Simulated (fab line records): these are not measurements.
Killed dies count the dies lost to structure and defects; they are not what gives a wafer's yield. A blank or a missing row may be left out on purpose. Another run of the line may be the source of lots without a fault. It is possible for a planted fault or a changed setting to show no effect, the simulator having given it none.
fab line records :: flow sky130
record
  lots=5
  wafers=15
  lastDay=50
route steps=708 shown DNWELL@37 PWDE@45 PAD_OPEN@708
lots that met no fault: from a run of the same line without faults
startH: the number of hours between the record's first day and the start of the first shown wafer of the lot :: waitH: how many hours have passed since the lot's step before this one :: " as in the row above :: L1.1+2: one row covering several wafers at once :: - no value, or no start given :: * or withheld: withheld :: < > ~ a bound
route shown NAME@n: a module of which the file shows steps, and the number in the route of the first :: usual: the fault-free wafers' mean and standard deviation :: same: alike in all rows :: chamber/n: place in a boat :: sites: per-site readings :: _std_site: the values' standard deviation :: _edge_site: outer sites' mean less inner sites' :: radiusMm: how far each site lies from the wafer's centre :: mask NAME#n: copy n :: behind: the most recent tool/chamber to have shaped the wafer :: hold: cause of the lot's hold/its duration in hours/its outcome :: device: the n, p or np transistor that did not switch :: end of line: the tests these same wafers got at the end of their route :: a step given without rows: its recipe and nothing more :: killed: the dies lost at the first sort to structure and to defects; this is not the yield of the wafer :: map: dies across one wafer; x = killed, . = not, _ = none there
set.NAME: the setting as run; set.NAME@STEP: as run at that earlier step :: model.NAME: the simulator's own value behind a step, which no gauge read
lots at selected steps of the route; one table per step, one row per wafer
services: the hour from which a tool's chamber was out of use, counted from the record's first day as startH (under 0 if before that day), plus the number of hours and why
## steps
# step SKY_DNWELL_COAT_02
# recipe
  spinRpm=2000
  resistThkNm=3000
# step SKY_DNWELL_SOFTBAKE_03
# recipe
  tempC=109.2
  timeS=withheld
# step SKY_DNWELL_EXPOSE_04
# recipe
  maskId=DNM
  na=0.57
  targetCdNm=3000
  doseMj=222
# step SKY_DNWELL_PEB_05
# recipe
  tempC=115
  timeS=withheld
# step SKY_DNWELL_DEVELOP_06
# recipe
  wallAngleDeg=90
  developer=TMAH
  developTimeS=60
  devTempC=23
# step SKY_DNWELL_IMPLANT_07
# recipe
  species=P
  energyKev=withheld
  doseCm2=withheld
  tiltDeg=withheld
# step SKY_DNWELL_STRIP_08
# recipe
  chemistry=O2/N2
  powerW=1400
  pressureMtorr=1500
  platenTempC=withheld
  o2FlowSccm=3000
  n2FlowSccm=300
  overashFraction=0.5
# usual
  drypumpMotorCurrentA=5.7/0.58
  oesProductAu=0.722/0.0049
  stripTimeToEndpointS=36.97/0.095
lot.wafer: L399.1
tool: plasmaAsher-03
chamber: 1
startH: 94.09
waitH: 0.1
drypumpMotorCurrentA: 5.3
oesProductAu: 0.720
rfHoursCounterH: 41
stripTimeToEndpointS: 36.89

lot.wafer: L399.2
tool: plasmaAsher-03
chamber: 0
startH: 94.09
waitH: 0.1
drypumpMotorCurrentA: 6.2
oesProductAu: 0.715
rfHoursCounterH: 41
stripTimeToEndpointS: 36.95

lot.wafer: L399.5
tool: plasmaAsher-03
chamber: 0
startH: 94.09
waitH: 0.1
drypumpMotorCurrentA: 6.2
oesProductAu: 0.712
rfHoursCounterH: -
stripTimeToEndpointS: 36.75

lot.wafer: L407.2
tool: plasmaAsher-02
chamber: 0
startH: 136.34
waitH: 0.1
drypumpMotorCurrentA: 5.4
oesProductAu: 0.719
rfHoursCounterH: 33
stripTimeToEndpointS: 36.91

lot.wafer: L407.3
tool: plasmaAsher-02
chamber: 0
startH: 136.34
waitH: 0.1
drypumpMotorCurrentA: 5.4
oesProductAu: 0.721
rfHoursCounterH: -
stripTimeToEndpointS: 36.92

lot.wafer: L407.4
tool: plasmaAsher-02
chamber: 1
startH: 136.34
waitH: 0.1
drypumpMotorCurrentA: 4.7
oesProductAu: 0.725
rfHoursCounterH: -
stripTimeToEndpointS: 36.97

lot.wafer: L412.2
tool: plasmaAsher-01
chamber: 1
startH: 162.48
waitH: 0.1
drypumpMotorCurrentA: 6.1
oesProductAu: 0.725
rfHoursCounterH: 47
stripTimeToEndpointS: 36.79

lot.wafer: L412.3
tool: plasmaAsher-01
chamber: 0
startH: 162.48
waitH: 0.1
drypumpMotorCurrentA: 6.3
oesProductAu: 0.719
rfHoursCounterH: -
stripTimeToEndpointS: 36.90

lot.wafer: L412.6
tool: plasmaAsher-01
chamber: 1
startH: 162.48
waitH: 0.1
drypumpMotorCurrentA: 6.1
oesProductAu: 0.724
rfHoursCounterH: -
stripTimeToEndpointS: 36.83

lot.wafer: L413.2
tool: plasmaAsher-02
chamber: 1
startH: 164.79
waitH: 0.1
drypumpMotorCurrentA: 4.7
oesProductAu: 0.724
rfHoursCounterH: 36
stripTimeToEndpointS: 36.87

lot.wafer: L413.3
tool: plasmaAsher-02
chamber: 0
startH: 164.79
waitH: 0.1
drypumpMotorCurrentA: 5.4
oesProductAu: 0.723
rfHoursCounterH: -
stripTimeToEndpointS: 36.92

lot.wafer: L413.4
tool: plasmaAsher-02
chamber: 1
startH: 164.79
waitH: 0.1
drypumpMotorCurrentA: 4.7
oesProductAu: 0.719
rfHoursCounterH: -
stripTimeToEndpointS: 36.93

lot.wafer: L415.1
tool: plasmaAsher-02
chamber: 0
startH: 176.29
waitH: 0.1
drypumpMotorCurrentA: 5.5
oesProductAu: 0.720
rfHoursCounterH: 37
stripTimeToEndpointS: 36.94

lot.wafer: L415.2
tool: plasmaAsher-02
chamber: 1
startH: 176.29
waitH: 0.1
drypumpMotorCurrentA: 4.8
oesProductAu: 0.733
rfHoursCounterH: 37
stripTimeToEndpointS: 37.01

lot.wafer: L415.6
tool: plasmaAsher-02
chamber: 1
startH: 176.29
waitH: 0.1
drypumpMotorCurrentA: 4.8
oesProductAu: 0.725
rfHoursCounterH: -
stripTimeToEndpointS: 36.98
# step SKY_DNWELL_TW_MEAS_09
# usual
  DNWELL_TW=1121/8
lot.wafer: L399.1
tool: filmMetro-04
chamber: -
startH: 94.19
waitH: 0.1
DNWELL_TW: 1122

lot.wafer: L399.2
tool: filmMetro-04
chamber: -
startH: 94.19
waitH: 0.1
DNWELL_TW: 1121

lot.wafer: L399.5
tool: filmMetro-04
chamber: -
startH: 94.19
waitH: 0.1
DNWELL_TW: 1115

lot.wafer: L407.2
tool: filmMetro-04
chamber: -
startH: 136.45
waitH: 0.1
DNWELL_TW: 1119

lot.wafer: L407.3
tool: filmMetro-04
chamber: -
startH: 136.45
waitH: 0.1
DNWELL_TW: 1122

lot.wafer: L407.4
tool: filmMetro-04
chamber: -
startH: 136.45
waitH: 0.1
DNWELL_TW: 1123

lot.wafer: L412.2
tool: filmMetro-04
chamber: -
startH: 162.59
waitH: 0.1
DNWELL_TW: 1126

lot.wafer: L412.3
tool: filmMetro-04
chamber: -
startH: 162.59
waitH: 0.1
DNWELL_TW: 1128

lot.wafer: L412.6
tool: filmMetro-04
chamber: -
startH: 162.59
waitH: 0.1
DNWELL_TW: 1132

lot.wafer: L413.2
tool: filmMetro-03
chamber: -
startH: 164.90
waitH: 0.1
DNWELL_TW: 1125

lot.wafer: L413.3
tool: filmMetro-03
chamber: -
startH: 164.90
waitH: 0.1
DNWELL_TW: 1128

lot.wafer: L413.4
tool: filmMetro-03
chamber: -
startH: 164.90
waitH: 0.1
DNWELL_TW: 1117

lot.wafer: L415.1
tool: filmMetro-04
chamber: -
startH: 176.39
waitH: 0.1
DNWELL_TW: 1111

lot.wafer: L415.2
tool: filmMetro-04
chamber: -
startH: 176.39
waitH: 0.1
DNWELL_TW: 1115

lot.wafer: L415.6
tool: filmMetro-04
chamber: -
startH: 176.39
waitH: 0.1
DNWELL_TW: 1111
# step SKY_PWDE_DEHYDRATE_00
# recipe
  tempC=200
  timeS=60
# step SKY_PWDE_HMDS_01
# recipe
  primeTimeS=60
  primeTempC=120
# step SKY_PWDE_COAT_02
# recipe
  spinRpm=2000
  resistThkNm=3000
# step SKY_PWDE_SOFTBAKE_03
# recipe
  tempC=110
  timeS=withheld
# step SKY_PWDE_EXPOSE_04
# recipe
  maskId=PWDEM
  na=0.6
  sourceShape=conventional
  sigmaOuter=0.6
  polarization=unpolarized
  targetCdNm=840
  doseMj=214
# same
  na=0.6
lot.wafer: L399.1+2+5
tool: ilineStepper-02
chamber: 0
startH: 103.81
waitH: -
mask: PWDEM#0

lot.wafer: L407.2+3+4
tool: ilineStepper-01
chamber: 0
startH: 146.16
waitH: -
mask: PWDEM_R1#0

lot.wafer: L412.2+3+6
tool: ilineStepper-02
chamber: 0
startH: 171.87
waitH: -
mask: PWDEM#0

lot.wafer: L413.2+3+4
tool: ilineStepper-01
chamber: 0
startH: 175.17
waitH: -
mask: PWDEM#0

lot.wafer: L415.1+2+6
tool: ilineStepper-02
chamber: 0
startH: 187.19
waitH: -
mask: PWDEM#0
# step SKY_PWDE_PEB_05
# recipe
  tempC=115
  timeS=withheld
# step SKY_PAD_OPEN_PROBE_99
# usual
  defectLimitedYield=82.9/1.8
  killed_at_M0_to_M3=42/7.2
  killed_at_M4_up=3.2/1.8
  killedAtContacts=24/5.4
  killedAtFrontEnd=15/4
  killedAtOther=0.3/0.59
  killedDies=84/9
  killedOpen=46/7.1
  killedShort=38/6
  sort_bin_3_pad_short=0.8/0.41
  sort_bin_5_function=10.1/1.3
  sort_bin_6_memory=6.3/1.2
  sortNPass=408/9
  sortYieldPct=82.9/1.8
# same
  grossDies=492
  killedAtBackSide=0
  sort_bin_4_leakage[%]=0
  sort_bin_8_speed[%]=0
lot.wafer: L399.1
tool: prober-02
chamber: -
startH: 1127.06
waitH: 0.1
defectLimitedYield[%]: 84.8
killed_at_M0_to_M3: 41
killed_at_M4_up: 6
killedAtContacts: 15
killedAtFrontEnd: 13
killedAtOther: 0
killedDies: 75
killedOpen: 40
killedShort: 35
sort_bin_3_pad_short[%]: 1.6
sort_bin_5_function[%]: 8.1
sort_bin_6_memory[%]: 5.5
sortNPass: 417
sortYieldPct[%]: 84.8

lot.wafer: L399.2
tool: prober-02
chamber: -
startH: 1127.11
waitH: 0.1
defectLimitedYield[%]: 85.0
killed_at_M0_to_M3: 31
killed_at_M4_up: 7
killedAtContacts: 19
killedAtFrontEnd: 17
killedAtOther: 0
killedDies: 74
killedOpen: 34
killedShort: 40
sort_bin_3_pad_short[%]: 1.0
sort_bin_5_function[%]: 8.7
sort_bin_6_memory[%]: 5.3
sortNPass: 418
sortYieldPct[%]: 85.0

lot.wafer: L399.5
tool: prober-02
chamber: -
startH: 1127.26
waitH: 0.2
defectLimitedYield[%]: 83.3
killed_at_M0_to_M3: 39
killed_at_M4_up: 2
killedAtContacts: 24
killedAtFrontEnd: 16
killedAtOther: 1
killedDies: 82
killedOpen: 46
killedShort: 36
sort_bin_3_pad_short[%]: 0.4
sort_bin_5_function[%]: 10.4
sort_bin_6_memory[%]: 5.9
sortNPass: 410
sortYieldPct[%]: 83.3

lot.wafer: L412.2
tool: prober-01
chamber: -
startH: 1185.77
waitH: 0.1
defectLimitedYield[%]: 82.9
killed_at_M0_to_M3: 50
killed_at_M4_up: 1
killedAtContacts: 18
killedAtFrontEnd: 15
killedAtOther: 0
killedDies: 84
killedOpen: 46
killedShort: 38
sort_bin_3_pad_short[%]: 0.6
sort_bin_5_function[%]: 11.6
sort_bin_6_memory[%]: 4.9
sortNPass: 408
sortYieldPct[%]: 82.9

lot.wafer: L412.3
tool: prober-01
chamber: -
startH: 1185.82
waitH: 0.2
defectLimitedYield[%]: 81.9
killed_at_M0_to_M3: 42
killed_at_M4_up: 1
killedAtContacts: 25
killedAtFrontEnd: 19
killedAtOther: 2
killedDies: 89
killedOpen: 54
killedShort: 35
sort_bin_3_pad_short[%]: 0.8
sort_bin_5_function[%]: 10.2
sort_bin_6_memory[%]: 7.1
sortNPass: 403
sortYieldPct[%]: 81.9

lot.wafer: L412.6
tool: prober-01
chamber: -
startH: 1185.97
waitH: 0.2
defectLimitedYield[%]: 82.5
killed_at_M0_to_M3: 43
killed_at_M4_up: 4
killedAtContacts: 20
killedAtFrontEnd: 19
killedAtOther: 0
killedDies: 86
killedOpen: 46
killedShort: 40
sort_bin_3_pad_short[%]: 0.4
sort_bin_5_function[%]: 9.3
sort_bin_6_memory[%]: 7.7
sortNPass: 406
sortYieldPct[%]: 82.5

lot.wafer: L413.2
tool: prober-02
chamber: -
startH: 1188.89
waitH: 0.1
defectLimitedYield[%]: 82.7
killed_at_M0_to_M3: 44
killed_at_M4_up: 4
killedAtContacts: 18
killedAtFrontEnd: 19
killedAtOther: 0
killedDies: 85
killedOpen: 47
killedShort: 38
sort_bin_3_pad_short[%]: 1.2
sort_bin_5_function[%]: 9.3
sort_bin_6_memory[%]: 6.7
sortNPass: 407
sortYieldPct[%]: 82.7

lot.wafer: L413.3
tool: prober-02
chamber: -
startH: 1188.94
waitH: 0.2
defectLimitedYield[%]: 82.3
killed_at_M0_to_M3: 45
killed_at_M4_up: 5
killedAtContacts: 19
killedAtFrontEnd: 18
killedAtOther: 0
killedDies: 87
killedOpen: 51
killedShort: 36
sort_bin_3_pad_short[%]: 0.8
sort_bin_5_function[%]: 10.6
sort_bin_6_memory[%]: 6.3
sortNPass: 405
sortYieldPct[%]: 82.3

lot.wafer: L413.4
tool: prober-02
chamber: -
startH: 1188.99
waitH: 0.2
defectLimitedYield[%]: 84.6
killed_at_M0_to_M3: 34
killed_at_M4_up: 4
killedAtContacts: 22
killedAtFrontEnd: 14
killedAtOther: 2
killedDies: 76
killedOpen: 40
killedShort: 36
sort_bin_3_pad_short[%]: 0.2
sort_bin_5_function[%]: 9.1
sort_bin_6_memory[%]: 6.1
sortNPass: 416
sortYieldPct[%]: 84.6

lot.wafer: L415.1
tool: prober-02
chamber: -
startH: 1199.96
waitH: 0.1
defectLimitedYield[%]: 81.5
killed_at_M0_to_M3: 45
killed_at_M4_up: 4
killedAtContacts: 22
killedAtFrontEnd: 20
killedAtOther: 0
killedDies: 91
killedOpen: 54
killedShort: 37
sort_bin_3_pad_short[%]: 0.4
sort_bin_5_function[%]: 11.0
sort_bin_6_memory[%]: 7.1
sortNPass: 401
sortYieldPct[%]: 81.5

lot.wafer: L415.2
tool: prober-02
chamber: -
startH: 1200.01
waitH: 0.1
defectLimitedYield[%]: 82.1
killed_at_M0_to_M3: 50
killed_at_M4_up: 2
killedAtContacts: 29
killedAtFrontEnd: 7
killedAtOther: 0
killedDies: 88
killedOpen: 59
killedShort: 28
sort_bin_3_pad_short[%]: 0.8
sort_bin_5_function[%]: 9.3
sort_bin_6_memory[%]: 7.7
sortNPass: 404
sortYieldPct[%]: 82.1

lot.wafer: L415.6
tool: prober-02
chamber: -
startH: 1200.21
waitH: 0.2
defectLimitedYield[%]: 80.9
killed_at_M0_to_M3: 51
killed_at_M4_up: 6
killedAtContacts: 28
killedAtFrontEnd: 9
killedAtOther: 0
killedDies: 94
killedOpen: 55
killedShort: 39
sort_bin_3_pad_short[%]: 1.2
sort_bin_5_function[%]: 11.8
sort_bin_6_memory[%]: 6.1
sortNPass: 398
sortYieldPct[%]: 80.9
# killed by level:class
L399.1 VIA3:geometricParticle:open=9 LI_CONTACT:geometricParticle:open=7 METAL2:geometricParticle:short=7 VIA2:geometricParticle:open=6 METAL4:geometricParticle:short=6 VIA1:geometricParticle:short=5 VIA1:geometricParticle:open=5 FIELD_ISO:geometricParticle:open=4
L399.2 FIELD_ISO:geometricParticle:short=6 VIA1:geometricParticle:open=6 CONTACT:geometricParticle:open=6 METAL4:geometricParticle:short=6 FIELD_ISO:geometricParticle:open=5 LI_CONTACT:geometricParticle:open=5 CONTACT:geometricParticle:short=5 VIA1:geometricParticle:short=5
L399.5 VIA1:geometricParticle:open=10 CONTACT:geometricParticle:open=7 LI_CONTACT:geometricParticle:open=6 FIELD_ISO:geometricParticle:open=5 METAL2:geometricParticle:short=5 POLY_GATE:geometricParticle:open=5 VIA2:geometricParticle:open=5 VIA3:geometricParticle:open=5
L412.2 VIA1:geometricParticle:open=17 VIA1:geometricParticle:short=9 VIA2:geometricParticle:open=8 LI_CONTACT:geometricParticle:open=7 FIELD_ISO:geometricParticle:short=4 POLY_GATE:geometricParticle:short=4 CONTACT:geometricParticle:open=4 VIA2:geometricParticle:short=4
L412.3 CONTACT:geometricParticle:open=13 VIA1:geometricParticle:open=11 POLY_GATE:geometricParticle:open=7 LI_CONTACT:geometricParticle:open=6 VIA3:geometricParticle:open=6 METAL2:geometricParticle:short=5 METAL1:geometricParticle:short=4 POLY_GATE:geometricParticle:short=3
L412.6 VIA1:geometricParticle:open=9 VIA3:geometricParticle:open=7 CONTACT:geometricParticle:open=6 FIELD_ISO:geometricParticle:open=5 POLY_GATE:geometricParticle:short=5 LOCAL_INTERCONNECT:geometricParticle:short=5 VIA1:geometricParticle:short=5 VIA2:geometricParticle:open=5
L413.2 VIA1:geometricParticle:open=12 LOCAL_INTERCONNECT:geometricParticle:short=8 FIELD_ISO:geometricParticle:open=7 METAL2:geometricParticle:short=7 VIA3:geometricParticle:open=7 FIELD_ISO:geometricParticle:short=5 METAL1:geometricParticle:short=5 POLY_GATE:geometricParticle:open=4
L413.3 VIA3:geometricParticle:open=9 VIA1:geometricParticle:open=9 CONTACT:geometricParticle:open=8 VIA2:geometricParticle:open=6 FIELD_ISO:geometricParticle:short=4 FIELD_ISO:geometricParticle:open=4 METAL1:geometricParticle:short=4 LI_CONTACT:geometricParticle:open=4
L413.4 LI_CONTACT:geometricParticle:open=12 CONTACT:geometricParticle:open=7 METAL2:geometricParticle:short=6 METAL1:geometricParticle:short=5 VIA1:geometricParticle:open=5 METAL3:geometricParticle:short=5 VIA3:geometricParticle:open=4 POLY_GATE:geometricParticle:short=3
L415.1 VIA1:geometricParticle:open=12 FIELD_ISO:geometricParticle:short=9 LI_CONTACT:geometricParticle:open=9 CONTACT:geometricParticle:open=9 VIA3:geometricParticle:open=8 METAL1:geometricParticle:short=5 VIA2:geometricParticle:open=5 FIELD_ISO:geometricParticle:open=4
L415.2 CONTACT:geometricParticle:open=17 VIA1:geometricParticle:open=14 VIA3:geometricParticle:open=11 VIA2:geometricParticle:open=6 METAL1:geometricParticle:short=5 CONTACT:geometricParticle:short=5 METAL2:geometricParticle:short=4 LI_CONTACT:geometricParticle:open=3
L415.6 VIA3:geometricParticle:open=15 LI_CONTACT:geometricParticle:open=10 CONTACT:geometricParticle:open=8 VIA1:geometricParticle:open=7 METAL4:geometricParticle:short=5 CONTACT:geometricParticle:short=5 METAL1:geometricParticle:short=5 VIA2:geometricParticle:open=5
## services
tool: plasmaAsher-03
chamber: -
startH: 74.09
hours: 0.9
kind: repair

tool: plasmaAsher-03
chamber: -
startH: 108.75
hours: 9.0
kind: pm

tool: plasmaAsher-03
chamber: 0
startH: 108.75
hours: 9.0
kind: ventCycle

tool: plasmaAsher-03
chamber: 1
startH: 108.75
hours: 9.0
kind: ventCycle

tool: plasmaAsher-03
chamber: 0
startH: 117.75
hours: -
kind: clean

tool: plasmaAsher-03
chamber: 1
startH: 117.75
hours: -
kind: clean

tool: ilineStepper-01
chamber: 0
startH: 118.48
hours: -
kind: calibration

tool: plasmaAsher-01
chamber: -
startH: 156.59
hours: 2.8
kind: pm
## key
firstSign
  step=SKY_PWDE_EXPOSE_04
  reading=mask
  direction=changed
effect none on later readings
metAt SKY_PWDE_EXPOSE_04
struckWafers L407.2,L407.3,L407.4
rowsEnd L407.2,L407.3,L407.4
fault
  kind=wrongMask
  tool=any
  chamber=-
  onsetH=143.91
  steps=SKY_PWDE_EXPOSE_04
  auxCopy=PWDEM_R1#0
  cdOffsetNm=126
  scope=struckLotsOnly
# rowsEnd: these wafers met a further fault down the route, and their rows from its step on are left out
